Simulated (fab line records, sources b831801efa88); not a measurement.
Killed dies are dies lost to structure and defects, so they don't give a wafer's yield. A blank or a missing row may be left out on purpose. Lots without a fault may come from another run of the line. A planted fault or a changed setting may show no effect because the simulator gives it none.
Which tool did it? | flow sfq_line | 14 lots, 42 wafers sampled, at 6 steps of a route of 325

WHAT THE GAUGES READ, wafer by wafer
SFQ_R5_RS_MEAS_933: measures by four-point-probe.
lot  | measured     | on            | R5_MONX_RS (ohm/sq)
L984 | day 55 00:23 | film_metro-01 | 7.04 7.22 7.07
L985 | day 55 06:22 | film_metro-03 | 6.96 6.97 6.95
L987 | day 58 10:08 | film_metro-04 | 6.95 7.00 6.98
L988 | day 58 14:40 | film_metro-04 | 7.10 7.10 7.14
L989 | day 58 20:41 | film_metro-03 | 6.95 6.95 6.95
L990 | day 59 01:26 | film_metro-03 | 6.97 6.88 6.97
L991 | day 61 05:18 | film_metro-03 | 6.90 6.93 6.87
L992 | day 61 07:42 | film_metro-04 | 6.94 6.98 6.90
L994 | day 61 11:19 | film_metro-01 | 7.14 7.11 7.08
L100 | day 62 04:43 | film_metro-03 | 6.87 6.86 6.88
L102 | day 62 13:52 | film_metro-03 | 7.02 7.00 6.98
L103 | day 62 22:46 | film_metro-03 | 7.02 11.07 6.97
L106 | day 63 07:53 | film_metro-03 | 7.10 11.15 7.00
L107 | day 63 13:44 | film_metro-04 | 6.98 7.05 7.02

SFQ_R5_THK_MEAS_934: measures by xrf.
lot  | measured     | on            | R5_MONX_THK (nm)
L984 | day 55 00:29 | film_metro-01 | 40.0 39.3 39.9
L985 | day 55 06:29 | film_metro-03 | 40.9 40.9 41.0
L987 | day 58 10:15 | film_metro-04 | 40.8 40.6 40.5
L988 | day 58 14:47 | film_metro-04 | 39.7 39.8 39.7
L989 | day 58 20:47 | film_metro-03 | 41.1 41.3 40.9
L990 | day 59 01:33 | film_metro-03 | 41.1 41.7 41.0
L991 | day 61 05:25 | film_metro-03 | 41.7 41.4 41.8
L992 | day 61 07:49 | film_metro-04 | 41.3 40.8 41.3
L994 | day 61 11:25 | film_metro-01 | 39.5 40.4 40.3
L100 | day 62 04:50 | film_metro-03 | 41.5 41.8 41.5
L102 | day 62 13:59 | film_metro-03 | 40.5 40.9 40.8
L103 | day 62 22:52 | film_metro-03 | 40.6 24.7 41.0
L106 | day 63 07:59 | film_metro-03 | 40.5 25.0 41.1
L107 | day 63 13:52 | film_metro-04 | 41.1 40.8 40.7

WHICH TOOL RAN EACH LOT (tool, then ch and the chambers of the sampled wafers, then the start)
lot  | SFQ_TRILAYER_I1_CMP_CMP_046   | SFQ_TRILAYER_JJ_TRILAYER_DEP_SPUTTER_109 | SFQ_TRILAYER_M5_ETCH_METAL_ETCH_126 | SFQ_TRILAYER_R5_DEP_SPUTTER_133
L984 | cmp-02 ch 0,1,2, day 15 05:28 | pvd_sputter-06, day 44 01:17             | rie_metal-01 ch 0,1, day 54 19:01   | pvd_sputter-03, day 55 00:17
L985 | cmp-02 ch 2,3, day 15 19:28   | pvd_sputter-06, day 44 04:53             | rie_metal-02 ch 0, day 55 01:01     | pvd_sputter-04, day 55 06:17
L987 | cmp-01 ch 0,3, day 17 01:40   | pvd_sputter-05, day 47 08:34             | rie_metal-02 ch 0,1, day 58 02:28   | pvd_sputter-05, day 58 10:04
L988 | cmp-02 ch 1,2, day 17 06:38   | pvd_sputter-06, day 47 12:10             | rie_metal-03 ch 0,1, day 58 09:17   | pvd_sputter-03, day 58 14:34
L989 | cmp-02 ch 1,2, day 17 12:08   | pvd_sputter-05, day 47 16:58             | rie_metal-03 ch 0,1, day 58 15:20   | pvd_sputter-04, day 58 20:34
L990 | cmp-01 ch 1,2,3, day 17 15:03 | pvd_sputter-06, day 47 21:46             | rie_metal-03 ch 0,1, day 58 20:05   | pvd_sputter-05, day 59 01:22
L991 | cmp-02 ch 0,2, day 17 21:08   | pvd_sputter-05, day 50 05:37             | rie_metal-03 ch 0,1, day 60 23:56   | pvd_sputter-04, day 61 05:13
L992 | cmp-02 ch 0,1, day 18 06:08   | pvd_sputter-03, day 50 08:28             | rie_metal-03 ch 0,1, day 61 02:20   | pvd_sputter-05, day 61 07:37
L994 | cmp-02 ch 0,1,2, day 19 00:08 | pvd_sputter-06, day 50 12:15             | rie_metal-02 ch 0,1, day 61 05:59   | pvd_sputter-05, day 61 11:13
L100 | cmp-02 ch 0,1,3, day 20 15:38 | pvd_sputter-03, day 51 00:35             | rie_metal-02 ch 0,1, day 61 20:27   | pvd_sputter-04, day 62 04:39
L102 | cmp-01 ch 0,2,3, day 21 14:28 | pvd_sputter-03, day 51 04:11             | rie_metal-03 ch 0,1, day 62 01:15   | pvd_sputter-04, day 62 13:46
L103 | cmp-02 ch 1,2, day 21 15:38   | pvd_sputter-05, day 51 06:36             | rie_metal-03 ch 0,1, day 62 04:55   | pvd_sputter-03, day 62 22:39
L106 | cmp-02 ch 0,1,2, day 22 18:08 | pvd_sputter-03, day 51 11:23             | rie_metal-02 ch 0,1, day 62 09:43   | pvd_sputter-03, day 63 07:46
L107 | cmp-02 ch 0,2,3, day 22 21:38 | pvd_sputter-05, day 51 12:35             | rie_metal-01 ch 0,1, day 62 12:03   | pvd_sputter-04, day 63 13:39
- SFQ_TRILAYER_I1_CMP_CMP_046: polishes SiO2.
- SFQ_TRILAYER_JJ_TRILAYER_DEP_SPUTTER_109: material Nb, target thk 150 nm, time 100 s.
- SFQ_TRILAYER_M5_ETCH_METAL_ETCH_126: etches Nb in Cl2/BCl3, stops on SiO2, time 203.2 s, target depth 265 nm.
- SFQ_TRILAYER_R5_DEP_SPUTTER_133: material MoNx, target thk 40 nm, time 66.7 s.

WHAT THE TOOLS THEMSELVES READ (means of the sampled wafers that have a number; where no wafer has one, the mark that the record gives instead)
SFQ_TRILAYER_I1_CMP_CMP_046.
lot  | tool   | head_pressure_psi (psi) | motor_current_A (A) | time_to_endpoint_s (s)
L984 | cmp-02 | 2.999                   | 9.6                 | 225
L985 | cmp-02 | 2.999                   | 11.1                | 222
L987 | cmp-01 | 3.000                   | 9.0                 | 226
L988 | cmp-02 | 2.997                   | 10.1                | 218
L989 | cmp-02 | 3.009                   | 9.7                 | 217
L990 | cmp-01 | 3.002                   | 9.0                 | 215
L991 | cmp-02 | 2.998                   | 9.6                 | 207
L992 | cmp-02 | 3.004                   | 9.9                 | 211
L994 | cmp-02 | 2.995                   | 9.7                 | 208
L100 | cmp-02 | 3.004                   | 10.8                | 208
L102 | cmp-01 | 3.000                   | 8.7                 | 219
L103 | cmp-02 | 3.000                   | 9.9                 | 215
L106 | cmp-02 | 2.999                   | 9.7                 | 209
L107 | cmp-02 | 3.001                   | 10.7                | 216

SFQ_TRILAYER_JJ_TRILAYER_DEP_SPUTTER_109.
lot  | tool           | throttle_valve_pct (%)
L984 | pvd_sputter-06 | 31.1
L985 | pvd_sputter-06 | 30.2
L987 | pvd_sputter-05 | 30.5
L988 | pvd_sputter-06 | 29.8
L989 | pvd_sputter-05 | 29.6
L990 | pvd_sputter-06 | 30.4
L991 | pvd_sputter-05 | 30.5
L992 | pvd_sputter-03 | 29.4
L994 | pvd_sputter-06 | 30.5
L100 | pvd_sputter-03 | 30.0
L102 | pvd_sputter-03 | 29.8
L103 | pvd_sputter-05 | 31.0
L106 | pvd_sputter-03 | 30.4
L107 | pvd_sputter-05 | 30.0

SFQ_TRILAYER_M5_ETCH_METAL_ETCH_126.
lot  | tool         | drypump_motor_current_A (A) | oes_product_au (a.u.)
L984 | rie_metal-01 | 5.3                         | 0.731
L985 | rie_metal-02 | 5.5                         | 0.731
L987 | rie_metal-02 | 5.6                         | 0.729
L988 | rie_metal-03 | 5.5                         | 0.735
L989 | rie_metal-03 | 6.0                         | 0.728
L990 | rie_metal-03 | 6.0                         | 0.725
L991 | rie_metal-03 | 5.5                         | 0.722
L992 | rie_metal-03 | 6.0                         | 0.730
L994 | rie_metal-02 | 5.6                         | 0.728
L100 | rie_metal-02 | 5.6                         | 0.737
L102 | rie_metal-03 | 5.5                         | 0.735
L103 | rie_metal-03 | 5.5                         | 0.724
L106 | rie_metal-02 | 5.6                         | 0.724
L107 | rie_metal-01 | 5.4                         | 0.728

SFQ_TRILAYER_R5_DEP_SPUTTER_133.
lot  | tool           | throttle_valve_pct (%)
L984 | pvd_sputter-03 | 29.5
L985 | pvd_sputter-04 | 28.9
L987 | pvd_sputter-05 | 30.6
L988 | pvd_sputter-03 | 31.3
L989 | pvd_sputter-04 | 29.2
L990 | pvd_sputter-05 | 30.7
L991 | pvd_sputter-04 | 29.1
L992 | pvd_sputter-05 | 30.8
L994 | pvd_sputter-05 | 30.9
L100 | pvd_sputter-04 | 28.9
L102 | pvd_sputter-04 | 29.3
L103 | pvd_sputter-03 | 29.6
L106 | pvd_sputter-03 | 30.0
L107 | pvd_sputter-04 | 29.5

THE ANSWER, worked out from the rows above alone
Rule: what is usual is taken from the lots themselves. Put in order of their means at a reading, lots are off if they are a third of the lots or fewer, leave a main group of 4 or more, and stand apart from it by a gap of 3 or more times the standard deviation of the main group's means; of several such gaps the widest counts. A main group whose means are all the same, to the digits that the tables above print for the reading, isn't used. A lot without any number at a reading at which 4 lots or more have one is off too. The other lots that the step has rows for count as sound. The gauges are gone through in route order, then the tools' own readings, and for those a lot's mean is taken as printed above. The first step at which some lot is off is used, and at that step the reading that is off furthest; a lot without a number counts as furthest.
Off: L103, L106, at SFQ_R5_RS_MEAS_933 (R5_MONX_RS). The main group: mean 6.99 ohm/sq, standard deviation 0.079.
A tool fits if, at a process step before that reading, it ran every lot that is off, and no sound lot after the first of them. The gauges at SFQ_R5_RS_MEAS_933 are tried like those tools. Can't be told from this: 2 tools fit, pvd_sputter-03 at SFQ_TRILAYER_R5_DEP_SPUTTER_133, film_metro-03 at SFQ_R5_RS_MEAS_933.

WHAT THE SIMULATOR HAD PUT IN
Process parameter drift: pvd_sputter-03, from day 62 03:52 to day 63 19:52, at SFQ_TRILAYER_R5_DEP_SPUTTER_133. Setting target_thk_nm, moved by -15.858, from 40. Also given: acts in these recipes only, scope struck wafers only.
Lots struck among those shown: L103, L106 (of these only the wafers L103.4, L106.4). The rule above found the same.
